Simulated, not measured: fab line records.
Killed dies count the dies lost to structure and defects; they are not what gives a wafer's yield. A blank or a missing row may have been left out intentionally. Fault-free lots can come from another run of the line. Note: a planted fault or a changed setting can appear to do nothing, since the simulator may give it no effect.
fab line records	flow sky130
record lots=11	wafers=33	last_day=50
route steps=708 shown VIA3@586 METAL4@601 CAP2M@617 PAD_OPEN@708
lots with no fault: from the same line, run without faults
start_h: hours from the record's first day to the start of the lot's first wafer shown	wait_h: time in hours since the lot's previous step	" repeats the value in the row above	L1.1+2: one row covering several wafers at once	- either no value or no given start	* or withheld: withheld	< > ~ a bound
route shown NAME@n: names a module that has steps shown in the file, with the first one's number in the route	usual: average and standard deviation across the fault-free wafers	same: alike in all rows	chamber/n: place in a boat	sites: per-site readings	_std_site: standard deviation of those values	_edge_site: outer sites' mean less inner sites'	radius_mm: for every site, how far away it sits from the centre of the wafer	mask NAME#n: copy n	behind: tool/chamber where the wafer was last shaped	hold: reason for holding the lot/hours on hold/outcome of the hold	device: whichever transistor did not switch (one of n, p or np)	end of line: the route-end tests of the same wafers	for a step that has no rows: nothing shown but its recipe	killed: dies lost to structure and defects at the first sort, not the wafer's yield	map: the dies of a wafer, with x for killed, . for not killed, _ for no die there
set.NAME: the run value of the setting; set.NAME@STEP: its run value at that earlier step	model.NAME: the simulator's own value behind a step, which no gauge read
route steps across a sampled set of lots; one table per step, one row per wafer
services: when a tool's chamber went out of use (start_h, in hours from the record's first day, below 0 if earlier), for how many hours, and the reason
## steps
# step SKY_VIA3_OVL_MEAS_13
# usual VIA3_OVL=5/6.3
lot.wafer	tool	chamber	start_h	wait_h	VIA3_OVL[nm]
L158.1	overlay-02	-	927.41	0.1	3
L158.4	"	-	"	"	4
L158.6	"	-	"	"	-2
L159.4	overlay-02	-	943.17	0.1	-3
L159.5	"	-	"	"	2
L159.6	"	-	"	"	2
L160.3	overlay-02	-	948.12	0.1	9
L160.4	"	-	"	"	4
L160.5	"	-	"	"	1
L161.3	overlay-01	-	952.32	0.1	7
L161.4	"	-	"	"	12
L161.6	"	-	"	"	16
L165.2	overlay-01	-	974.96	0.1	3
L165.4	"	-	"	"	7
L165.6	"	-	"	"	1
L170.1	overlay-01	-	1007.36	0.1	7
L170.3	"	-	"	"	6
L170.4	"	-	"	"	10
L176.2	overlay-02	-	1048.70	0.1	-1
L176.3	"	-	"	"	3
L176.4	"	-	"	"	4
L177.1	overlay-01	-	1051.46	0.1	10
L177.3	"	-	"	"	14
L177.4	"	-	"	"	9
L179.1	overlay-01	-	1070.26	0.1	10
L179.4	"	-	"	"	-1
L179.5	"	-	"	"	3
L180.1	overlay-01	-	1072.32	0.1	7
L180.2	"	-	"	"	8
L180.4	"	-	"	"	1
L181.2	overlay-01	-	1080.75	0.1	7
L181.4	"	-	"	"	10
L181.5	"	-	"	"	-2
# step SKY_METAL4_SPUTTER_03
# recipe material=Ti	target_thk_nm=5	power_w=3000	time_s=3.3	chamber_pressure_pa=0.4
# usual chamber_pressure_pa=0.3999/0.00082	throttle_valve_pct=30.2/1.4
lot.wafer	tool	chamber	start_h	wait_h	chamber_pressure_pa	throttle_valve_pct
L158.1	pvd_sputter-03	-	929.05	0.0	0.3999	30.5
L158.4	"	-	"	"	0.3985	29.8
L158.6	"	-	"	"	0.3993	30.2
L159.4	pvd_sputter-01	-	944.88	0.0	0.3992	31.7
L159.5	"	-	"	"	0.3992	28.4
L159.6	"	-	"	"	0.3994	30.0
L160.3	pvd_sputter-04	-	949.59	0.0	0.3992	30.0
L160.4	"	-	"	"	0.4000	29.5
L160.5	"	-	"	"	0.3998	30.0
L161.3	pvd_sputter-04	-	953.79	0.0	0.4004	29.9
L161.4	"	-	"	"	0.3985	32.1
L161.6	"	-	"	"	0.3993	32.6
L165.2	pvd_sputter-01	-	976.43	0.0	0.4000	30.1
L165.4	"	-	"	"	0.4001	32.5
L165.6	"	-	"	"	0.3999	32.5
L170.1	pvd_sputter-04	-	1008.85	0.0	0.4008	29.6
L170.3	"	-	"	"	0.3988	32.6
L170.4	"	-	"	"	0.4020	28.8
L176.2	pvd_sputter-04	-	1050.18	0.0	0.4010	28.7
L176.3	"	-	"	"	0.3989	32.3
L176.4	"	-	"	"	0.3999	29.8
L177.1	pvd_sputter-01	-	1052.94	0.0	0.3999	30.1
L177.3	"	-	"	"	0.3990	28.3
L177.4	"	-	"	"	0.4005	31.3
L179.1	pvd_sputter-04	-	1071.74	0.0	0.4010	28.7
L179.4	"	-	"	"	0.4008	32.4
L179.5	"	-	"	"	0.4005	32.3
L180.1	pvd_sputter-04	-	1073.80	0.0	0.4011	32.3
L180.2	"	-	"	"	0.3999	29.8
L180.4	"	-	"	"	0.4013	29.9
L181.2	pvd_sputter-04	-	1082.23	0.0	0.4007	28.8
L181.4	"	-	"	"	0.3980	30.0
L181.5	"	-	"	"	0.3998	32.9
# step SKY_CAP2M_STRIP_14
# recipe chemistry=O2/N2	power_w=1400	pressure_mtorr=1500	platen_temp_c=withheld	o2_flow_sccm=3000	n2_flow_sccm=300	overash_fraction=0.5
# usual drypump_motor_current_A=5.54/0.13	oes_product_au=0.711/0.0046	strip_time_to_endpoint_s=12.66/0.055
# same overash_fraction=0.5
lot.wafer	tool	chamber	start_h	wait_h	drypump_motor_current_A	oes_product_au	rf_hours_counter_h	strip_time_to_endpoint_s
L158.1	plasma_asher-04	0	953.39	0.1	5.67	0.707	83	12.68
L158.4	"	1	"	"	5.44	0.705	-	12.65
L158.6	"	1	"	"	5.40	0.712	-	12.64
L159.4	plasma_asher-04	1	969.63	0.1	5.41	0.709	-	12.74
L159.5	"	0	"	"	5.67	0.712	-	12.67
L159.6	"	1	"	"	5.41	0.717	-	12.65
L160.3	plasma_asher-03	1	972.87	0.1	5.69	0.715	-	12.63
L160.4	"	0	"	"	5.63	0.721	-	12.56
L160.5	"	1	"	"	5.69	0.714	-	12.61
L161.3	plasma_asher-04	0	977.93	0.1	5.69	0.709	-	12.67
L161.4	"	1	"	"	5.43	0.701	-	12.75
L161.6	"	0	"	"	5.69	0.710	-	12.74
L165.2	plasma_asher-02	0	999.74	0.1	5.36	0.711	119	12.77
L165.4	"	1	"	"	5.62	0.713	-	12.80
L165.6	"	0	"	"	5.39	0.711	-	12.71
L170.1	plasma_asher-04	0	1031.60	0.1	5.66	0.718	90	12.65
L170.3	"	1	"	"	5.40	0.713	-	12.60
L170.4	"	0	"	"	5.68	0.713	-	12.68
L176.2	plasma_asher-02	1	1072.43	0.1	5.60	0.716	1	12.63
L176.3	"	0	"	"	5.39	0.705	-	12.63
L176.4	"	1	"	"	5.60	0.711	-	12.61
L177.1	plasma_asher-04	1	1074.65	0.1	5.43	0.709	94	12.72
L177.3	"	1	"	"	5.40	0.702	-	12.63
L177.4	"	0	"	"	5.68	0.711	-	12.71
L179.1	plasma_asher-04	1	1092.64	0.1	5.42	0.711	96	12.66
L179.4	"	0	"	"	5.68	0.703	-	12.64
L179.5	"	0	"	"	5.70	0.700	-	12.69
L180.1	plasma_asher-04	1	1094.64	0.1	5.40	0.709	96	12.59
L180.2	"	0	"	"	5.70	0.717	96	12.53
L180.4	"	1	"	"	5.41	0.719	-	12.52
L181.2	plasma_asher-02	0	1103.00	0.1	5.36	0.707	4	12.73
L181.4	"	1	"	"	5.59	0.708	-	12.70
L181.5	"	1	"	"	5.59	0.703	-	12.68
# step SKY_METAL4_METAL_ETCH_18
# recipe target_depth_a=8450	stop_on=SiO2	over_etch_frac=0.3	time_s=183.1	chemistry=Cl2/BCl3	resist_sidewall_deg=88	pressure_mtorr=10	icp_w=900	bias_w=48.5	Cl2_flow_sccm=60	bcl3_flow_sccm=30
# usual bias_w=48.51/0.16	drypump_motor_current_A=5.5/0.37	oes_product_au=0.865/0.0055	run_length_s=211.5/0.33	throttle_valve_pct=22.264/0.0092
lot.wafer	tool	chamber	start_h	wait_h	bias_w	drypump_motor_current_A	oes_product_au	rf_hours_counter_h	run_length_s	throttle_valve_pct
L158.1	rie_metal-01	1	978.00	0.0	48.31	5.4	0.860	8	211.3	22.272
L158.4	"	0	"	"	48.61	5.6	0.862	-	211.4	22.258
L158.6	"	0	"	"	48.43	5.6	0.866	-	211.4	22.274
L159.4	rie_metal-03	1	994.04	0.1	48.20	6.2	0.855	-	210.9	22.262
L159.5	"	0	"	"	48.28	5.0	0.860	-	211.5	22.250
L159.6	"	1	"	"	48.35	6.2	0.857	-	210.9	22.254
L160.3	rie_metal-01	1	997.72	0.1	48.77	5.4	0.878	-	211.4	22.260
L160.4	"	0	"	"	48.67	5.6	0.872	-	211.2	22.265
L160.5	"	1	"	"	48.58	5.4	0.857	-	211.5	22.268
L161.3	rie_metal-04	0	1001.99	0.1	48.53	5.8	0.865	-	211.4	22.276
L161.4	"	0	"	"	48.62	5.7	0.873	-	211.3	22.263
L161.6	"	0	"	"	48.52	5.7	0.869	-	211.4	22.277
L165.2	rie_metal-01	0	1024.28	0.0	48.51	5.6	0.842	17	221.7	22.266
L165.4	"	0	"	"	48.75	5.6	0.858	-	211.6	22.276
L165.6	"	0	"	"	48.66	5.6	0.864	-	211.3	22.267
L170.1	rie_metal-01	1	1055.78	0.0	48.16	5.4	0.868	13	211.3	22.254
L170.3	"	1	"	"	48.72	5.4	0.841	-	222.1	22.276
L170.4	"	0	"	"	48.64	5.6	0.869	-	211.5	22.262
L176.2	rie_metal-03	0	1094.05	0.0	48.33	5.0	0.873	15	211.6	22.265
L176.3	"	0	"	"	48.38	5.0	0.870	-	211.8	22.263
L176.4	"	1	"	"	48.58	6.2	0.857	-	211.3	22.266
L177.1	rie_metal-04	0	1095.73	0.0	48.82	5.7	0.867	13	211.4	22.265
L177.3	"	0	"	"	48.92	5.7	0.866	-	211.4	22.261
L177.4	"	1	"	"	48.45	5.7	0.862	-	212.1	22.276
L179.1	rie_metal-04	1	1113.78	0.0	48.73	5.7	0.876	6	212.2	22.262
L179.4	"	1	"	"	48.33	5.7	0.870	-	212.5	22.259
L179.5	"	1	"	"	48.70	5.7	0.859	-	212.4	22.255
L180.1	rie_metal-03	0	1115.90	0.0	48.67	5.0	0.864	17	212.0	22.265
L180.2	"	1	"	"	48.72	6.2	0.864	3	211.3	22.252
L180.4	"	0	"	"	48.68	5.0	0.870	-	211.6	22.264
L181.2	rie_metal-03	0	1123.93	0.0	48.50	5.0	0.873	18	211.6	22.250
L181.4	"	1	"	"	48.37	6.1	0.871	-	211.3	22.252
L181.5	"	0	"	"	48.60	5.0	0.864	-	211.4	22.255
# step SKY_PAD_OPEN_PROBE_99
# usual defect_limited_yield=81.9/2	killed_at_M0_to_M3=43/6.5	killed_at_M4_up=3.2/1.8	killed_at_contacts=26/5.2	killed_at_front_end=16/4.8	killed_at_other=0.3/0.6	killed_dies=89/9.6	killed_open=48/7.1	killed_short=40/6.4	sort_bin_3_pad_short=0.9/0.37	sort_bin_5_function=10.7/1.4	sort_bin_6_memory=6.5/1.2	sort_n_pass=403/9.6	sort_yield_pct=81.9/2
# same gross_dies=492	killed_at_back_side=0	sort_bin_4_leakage[%]=0	sort_bin_8_speed[%]=0
lot.wafer	tool	chamber	start_h	wait_h	defect_limited_yield[%]	killed_at_M0_to_M3	killed_at_M4_up	killed_at_contacts	killed_at_front_end	killed_at_other	killed_dies	killed_open	killed_short	sort_bin_3_pad_short[%]	sort_bin_5_function[%]	sort_bin_6_memory[%]	sort_n_pass	sort_yield_pct[%]
L160.3	prober-02	-	1093.38	0.2	82.7	40	2	28	14	1	85	36	48	1.4	11.4	4.5	407	82.7
L160.4	prober-02	-	1093.43	0.2	80.7	40	1	34	20	0	95	54	41	1.0	11.8	6.5	397	80.7
L160.5	prober-02	-	1093.48	0.2	80.5	46	3	33	12	2	96	51	44	0.4	13.0	6.1	396	80.5
L176.2	prober-01	-	1174.80	0.1	82.1	44	4	21	16	3	88	48	37	0.6	12.0	5.3	404	82.1
L176.3	prober-01	-	1174.85	0.2	81.1	39	4	28	21	1	93	52	41	1.2	11.8	5.9	399	81.1
L176.4	prober-01	-	1174.90	0.2	81.3	48	3	25	16	0	92	53	39	0.4	12.0	6.3	400	81.3
# killed by level:class
L160.3 VIA1:geometric_particle:open=10 LI_CONTACT:geometric_particle:short=8 LI_CONTACT:geometric_particle:open=6 LOCAL_INTERCONNECT:geometric_particle:short=6 CONTACT:geometric_particle:open=5 VIA2:geometric_particle:open=5 FIELD_ISO:geometric_particle:short=4 METAL1:geometric_particle:short=4
L160.4 CONTACT:geometric_particle:open=13 VIA1:geometric_particle:open=10 LI_CONTACT:geometric_particle:open=9 LOCAL_INTERCONNECT:geometric_particle:short=7 METAL2:geometric_particle:short=7 FIELD_ISO:geometric_particle:open=6 VIA2:geometric_particle:open=6 POLY_GATE:geometric_particle:short=5
L160.5 VIA3:geometric_particle:open=12 CONTACT:geometric_particle:open=11 VIA1:geometric_particle:open=11 CONTACT:geometric_particle:short=10 VIA1:geometric_particle:short=6 LOCAL_INTERCONNECT:geometric_particle:short=5 POLY_GATE:geometric_particle:short=4 LI_CONTACT:geometric_particle:open=4
L176.2 VIA1:geometric_particle:open=12 POLY_GATE:geometric_particle:short=7 METAL1:geometric_particle:short=7 VIA2:geometric_particle:open=7 VIA3:geometric_particle:open=7 CONTACT:geometric_particle:open=6 LOCAL_INTERCONNECT:geometric_particle:short=5 POLY_GATE:geometric_particle:open=4
L176.3 VIA1:geometric_particle:open=13 POLY_GATE:geometric_particle:short=9 CONTACT:geometric_particle:open=9 CONTACT:geometric_particle:short=7 LI_CONTACT:geometric_particle:open=6 POLY_GATE:geometric_particle:open=5 METAL1:geometric_particle:short=4 VIA1:geometric_particle:short=4
L176.4 VIA1:geometric_particle:open=14 CONTACT:geometric_particle:open=12 METAL2:geometric_particle:short=8 VIA3:geometric_particle:open=6 FIELD_ISO:geometric_particle:short=5 POLY_GATE:geometric_particle:short=5 VIA2:geometric_particle:open=5 CONTACT:geometric_particle:short=4
## services
tool	chamber	start_h	hours	kind
rie_metal-04	-	917.03	1.4	pm
plasma_asher-03	-	930.47	0.9	repair
pvd_sputter-04	-	938.77	1.9	repair
pvd_sputter-03	-	944.10	1.9	repair
pvd_sputter-03	-	946.71	4.6	repair
plasma_asher-03	-	956.29	2.8	pm
rie_metal-04	1	994.35	-	clean
rie_metal-04	1	994.35	27.3	scheduled_down
rie_metal-04	1	994.35	27.3	vent_cycle
rie_metal-04	-	998.82	0.6	repair
pvd_sputter-04	-	1019.20	2.7	repair
plasma_asher-03	-	1037.55	0.6	repair
plasma_asher-04	-	1051.77	4.3	repair
rie_metal-04	-	1053.88	0.9	repair
plasma_asher-02	-	1055.25	9.0	pm
plasma_asher-02	0	1055.25	9.0	vent_cycle
plasma_asher-02	1	1055.25	9.0	vent_cycle
rie_metal-03	1	1057.75	-	clean
rie_metal-03	1	1057.75	20.1	scheduled_down
rie_metal-03	1	1057.75	20.1	vent_cycle
pvd_sputter-01	-	1073.41	3.7	repair
plasma_asher-02	-	1078.11	4.3	pm
rie_metal-04	0	1096.18	17.8	repair
pvd_sputter-04	-	1114.58	0.5	repair
## key
first_sign step=SKY_METAL4_METAL_ETCH_18	reading=run_length_s	direction=up	sigmas=31	usual=*	struck=*
effect step=SKY_METAL4_METAL_ETCH_18	reading=oes_product_au	direction=down	sigmas=4.2	usual=0.865	struck=0.842
met_at SKY_METAL4_METAL_ETCH_18
struck_lots L165,L170
struck_wafers L165.2,L170.3
not_acting_at SKY_VIA3_OVL_MEAS_13,SKY_METAL4_SPUTTER_03,SKY_CAP2M_STRIP_14
onset_between 997.72 1024.28
fault kind=process_parameter_drift	tool=rie_metal-01	chamber=-	onset_h=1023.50	steps=SKY_METAL4_METAL_ETCH_18	channel=time_s	offset=*	shape=step	end_h=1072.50	scope=struck_wafers_only	acts_in=*	stated=*
